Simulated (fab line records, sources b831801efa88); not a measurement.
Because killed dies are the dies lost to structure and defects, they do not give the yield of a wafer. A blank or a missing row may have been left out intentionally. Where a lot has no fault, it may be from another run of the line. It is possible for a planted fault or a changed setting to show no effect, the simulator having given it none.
Which tool was responsible? ; flow sky130 ; 33 wafers from 11 lots sampled at 5 of the route's 708 steps

== WHAT EACH GAUGE READ, for each wafer ==
The record lacks any reading of a measuring or inspecting step that a usual standard deviation could be used to judge.

== WHAT TOOL EACH LOT RAN ON (gives the tool, then ch and the chambers of the sampled wafers, and finally the start) ==
lot;SKY_VIA2_ETCH_15;SKY_METAL3_SPUTTER_02;SKY_METAL3_ETCH_16;SKY_METAL3_STRIP_19;SKY_PAD_OPEN_PROBE_99
L927;rie-diel-01 ch 1,2,3, day 37 00:25;pvd-sputter-04, day 37 01:49;rie-metal-01 ch 0,1, day 39 05:14;plasma-asher-04 ch 0,1, day 39 05:32;prober-02, day 46 09:23
L929;rie-diel-04 ch 2,3, day 37 09:07;pvd-sputter-02, day 37 10:29;rie-metal-02 ch 0,1, day 39 13:28;plasma-asher-03 ch 0,1, day 39 13:45;prober-02, day 46 16:35
L931;rie-diel-02 ch 0,1,3, day 38 02:16;pvd-sputter-02, day 38 03:46;rie-metal-02 ch 0,1, day 40 05:46;plasma-asher-03 ch 0,1, day 40 06:08;prober-02, day 47 05:09
L933;rie-diel-02 ch 0,2, day 38 09:23;pvd-sputter-02, day 38 10:46;rie-metal-01 ch 0,1, day 40 13:40;plasma-asher-04 ch 0,1, day 40 13:58;prober-02, day 47 13:32
L934;rie-diel-02 ch 1,2, day 38 15:04;pvd-sputter-02, day 38 16:27;rie-metal-02 ch 0,1, day 40 18:25;plasma-asher-04 ch 0, day 40 18:43;prober-01, day 47 15:17
L935;rie-diel-01 ch 1,2,3, day 38 21:25;pvd-sputter-04, day 38 22:48;rie-metal-02 ch 0,1, day 41 01:04;plasma-asher-04 ch 0, day 41 01:21;prober-02, day 47 22:37
L938;rie-diel-02 ch 1,2,3, day 39 18:26;pvd-sputter-02, day 39 19:57;rie-metal-02 ch 0,1, day 41 22:01;plasma-asher-03 ch 0,1, day 41 22:18;prober-01, day 48 15:03
L939;rie-diel-04 ch 1,2,3, day 40 06:49;pvd-sputter-02, day 40 08:14;rie-metal-03 ch 0,1, day 42 09:41;plasma-asher-03 ch 0,1, day 42 09:59;prober-02, day 48 23:47
L942;rie-diel-02 ch 0,1,2, day 41 07:07;pvd-sputter-04, day 41 08:51;rie-metal-02 ch 0,1, day 43 08:55;plasma-asher-01 ch 0,1, day 43 09:12;prober-01, day 49 18:22
L943;rie-diel-01 ch 0,2,3, day 41 10:50;pvd-sputter-04, day 41 12:28;rie-metal-01 ch 0,1, day 43 12:13;plasma-asher-03 ch 0,1, day 43 12:31;prober-02, day 49 19:54
L946;rie-diel-01 ch 0,1, day 42 06:13;pvd-sputter-02, day 42 07:36;rie-metal-01 ch 0,1, day 44 05:47;plasma-asher-04 ch 0,1, day 44 06:05;prober-01, day 50 06:58
- SKY_VIA2_ETCH_15: etches SiO2 in C4F8/O2/Ar, stops on TiN, target depth 546 nm, time 84 s.
- SKY_METAL3_SPUTTER_02: material AlCu, target thk 735 nm, time 39.1 s.
- SKY_METAL3_ETCH_16: etches BARC in N2/H2, stops on SiO2, time 88.2 s, target depth 60 nm.
- SKY_METAL3_STRIP_19: strips in O2/N2.
- SKY_PAD_OPEN_PROBE_99

== AS READ BY THE TOOLS THEMSELVES (means over the sampled wafers that have a number; for cases with no such wafer, the mark the record gives instead) ==
SKY_VIA2_ETCH_15. Usual: oes-product-au 0.939 a.u., standard deviation 0.0048; rf-fwd-power-W 1490 W, standard deviation 5.7; run-length-s 112.3 s, standard deviation 0.4.
lot;tool;oes-product-au (a.u.);rf-fwd-power-W (W);run-length-s (s);flag
L927;rie-diel-01;0.941;1490;112.4;
L929;rie-diel-04;0.938;1487;112.1;
L931;rie-diel-02;0.938;1488;112.1;
L933;rie-diel-02;0.935;1490;112.0;
L934;rie-diel-02;0.936;1495;112.0;
L935;rie-diel-01;0.942;1487;112.4;
L938;rie-diel-02;0.938;1491;112.2;
L939;rie-diel-04;0.942;1491;112.3;
L942;rie-diel-02;0.945;1492;111.9;
L943;rie-diel-01;0.940;1488;112.4;
L946;rie-diel-01;0.942;1492;112.4;

SKY_METAL3_SPUTTER_02. Usual: throttle-valve-pct reads 30.2 % (standard deviation 1.2).
lot;tool;throttle-valve-pct (%);flag
L927;pvd-sputter-04;30.3;
L929;pvd-sputter-02;29.8;
L931;pvd-sputter-02;29.5;
L933;pvd-sputter-02;29.9;
L934;pvd-sputter-02;30.1;
L935;pvd-sputter-04;29.4;
L938;pvd-sputter-02;29.5;
L939;pvd-sputter-02;29.6;
L942;pvd-sputter-04;29.4;
L943;pvd-sputter-04;30.2;
L946;pvd-sputter-02;29.4;

SKY_METAL3_ETCH_16. Usual: drypump-motor-current-A 5.6 A, standard deviation 0.32; oes-product-au 0.626 a.u., standard deviation 0.0042; rf-fwd-power-W 497.0 W, standard deviation 1.5; run-length-s 116.47 s, standard deviation 0.29; throttle-valve-pct 13.204 %, standard deviation 0.0091.
lot;tool;drypump-motor-current-A (A);oes-product-au (a.u.);rf-fwd-power-W (W);run-length-s (s);throttle-valve-pct (%);flag
L927;rie-metal-01;5.5;0.628;497.2;116.40;13.204;
L929;rie-metal-02;5.6;0.630;496.4;116.44;13.206;
L931;rie-metal-02;5.7;0.626;496.8;116.28;13.189;
L933;rie-metal-01;5.5;0.626;496.0;116.49;13.210;
L934;rie-metal-02;5.7;0.628;498.0;116.33;13.197;
L935;rie-metal-02;5.6;0.623;497.6;116.72;13.200;
L938;rie-metal-02;5.6;0.673;494.7;108.25;13.203;OFF
L939;rie-metal-03;5.4;0.627;497.1;116.68;13.211;
L942;rie-metal-02;5.6;0.677;496.3;108.16;13.216;OFF
L943;rie-metal-01;5.5;0.621;497.3;116.67;13.210;
L946;rie-metal-01;5.5;0.628;498.0;116.59;13.206;

SKY_METAL3_STRIP_19. Usual: drypump-motor-current-A 5.62 A, standard deviation 0.18; o2-flow-sccm 3000 sccm, standard deviation 9.4; oes-product-au 0.501 a.u., standard deviation 0.0059; strip-time-to-endpoint-s 6.51 s, standard deviation 0.12.
lot;tool;drypump-motor-current-A (A);o2-flow-sccm (sccm);oes-product-au (a.u.);strip-time-to-endpoint-s (s);flag
L927;plasma-asher-04;5.61;3007;0.497;6.48;
L929;plasma-asher-03;5.64;3010;0.508;6.61;
L931;plasma-asher-03;5.63;3004;0.504;6.58;
L933;plasma-asher-04;5.51;3006;0.500;6.45;
L934;plasma-asher-04;5.66;2999;0.503;6.55;
L935;plasma-asher-04;5.67;2992;0.508;6.61;
L938;plasma-asher-03;5.67;3001;0.501;6.52;
L939;plasma-asher-03;5.69;2994;0.507;6.67;
L942;plasma-asher-01;5.77;2994;0.509;6.71;
L943;plasma-asher-03;5.67;3002;0.496;6.39;
L946;plasma-asher-04;5.51;2996;0.502;6.50;

SKY_PAD_OPEN_PROBE_99. Usual: defect-limited-yield 81.9 %, standard deviation 2; killed_at_M0_to_M3 43, standard deviation 6.5; killed_at_M4_up 3.2, standard deviation 1.8; killed-at-contacts 26, standard deviation 5.2; killed-at-front-end 16, standard deviation 4.8; killed-at-other 0.3, standard deviation 0.6; killed-dies 89, standard deviation 9.6; killed-open 48, standard deviation 7.1; killed-short 40, standard deviation 6.4; sort_bin_3_pad_short 0.9 %, standard deviation 0.37; sort_bin_5_function 10.7 %, standard deviation 1.4; sort_bin_6_memory 6.5 %, standard deviation 1.2; sort-n-pass 403, standard deviation 9.6; sort-yield-pct 81.9 %, standard deviation 2.
lot;tool;defect-limited-yield (%);killed_at_M0_to_M3;killed_at_M4_up;killed-at-contacts;killed-at-front-end;killed-at-other;killed-dies;killed-open;killed-short;sort_bin_3_pad_short (%);sort_bin_5_function (%);sort_bin_6_memory (%);sort-n-pass;sort-yield-pct (%);flag
L927;prober-02;83.0;46;2.3;22;14;0.0;84;46;38;0.7;10.5;5.8;408;83.0;
L929;prober-02;81.4;47;1.7;26;17;0.0;91;48;43;1.1;11.7;5.8;401;81.4;
L931;prober-02;80.9;47;4.3;24;18;0.7;94;46;47;0.8;11.5;6.8;398;80.9;
L933;prober-02;82.2;44;3.7;22;18;0.3;88;46;41;1.0;10.6;6.2;404;82.2;
L934;prober-01;83.4;45;3.0;22;12;0.3;82;51;30;0.6;8.9;7.1;410;83.4;
L935;prober-02;84.5;38;4.3;21;13;0.3;76;41;35;0.9;8.9;5.7;416;84.5;
L938;prober-01;83.3;40;3.7;25;14;0.0;82;48;34;0.7;9.9;6.0;410;83.3;
L939;prober-02;79.3;49;2.3;25;25;0.0;102;55;46;0.9;11.2;8.5;390;79.3;
L942;prober-01;82.4;43;3.7;25;14;0.3;86;51;34;0.9;10.3;6.4;406;82.4;
L943;prober-02;81.6;41;3.7;30;16;0.0;90;50;40;1.3;9.8;7.2;402;81.6;
L946;prober-01;80.4;53;2.3;26;15;0.3;96;54;43;1.1;10.9;7.5;396;80.4;

== THE ANSWER, worked out from the rows above alone ==
Rule: lot off if the mean of its wafers having a number is beyond 3 standard deviations from the usual mean. Also off: a lot with no number at a reading for which 4 or more lots have one. The other lots that the step has rows for count as sound. After the gauges, taken in route order, come the tools' own readings; for these a lot's mean is taken, as printed above. The first step at which some lot is off is used, and at that step the reading that is off furthest; a lot without a number counts as furthest.
Off, at SKY_METAL3_ETCH_16 on run-length-s: L938, L942.
If a tool, at that step or one of the process steps before it, ran each lot that is off and ran no sound lot following the first of them, it fits. Can't be told from this: 2 tools fit, rie-diel-02 at SKY_VIA2_ETCH_15, rie-metal-02 at SKY_METAL3_ETCH_16.

== WHAT WAS PUT IN BY THE SIMULATOR ==
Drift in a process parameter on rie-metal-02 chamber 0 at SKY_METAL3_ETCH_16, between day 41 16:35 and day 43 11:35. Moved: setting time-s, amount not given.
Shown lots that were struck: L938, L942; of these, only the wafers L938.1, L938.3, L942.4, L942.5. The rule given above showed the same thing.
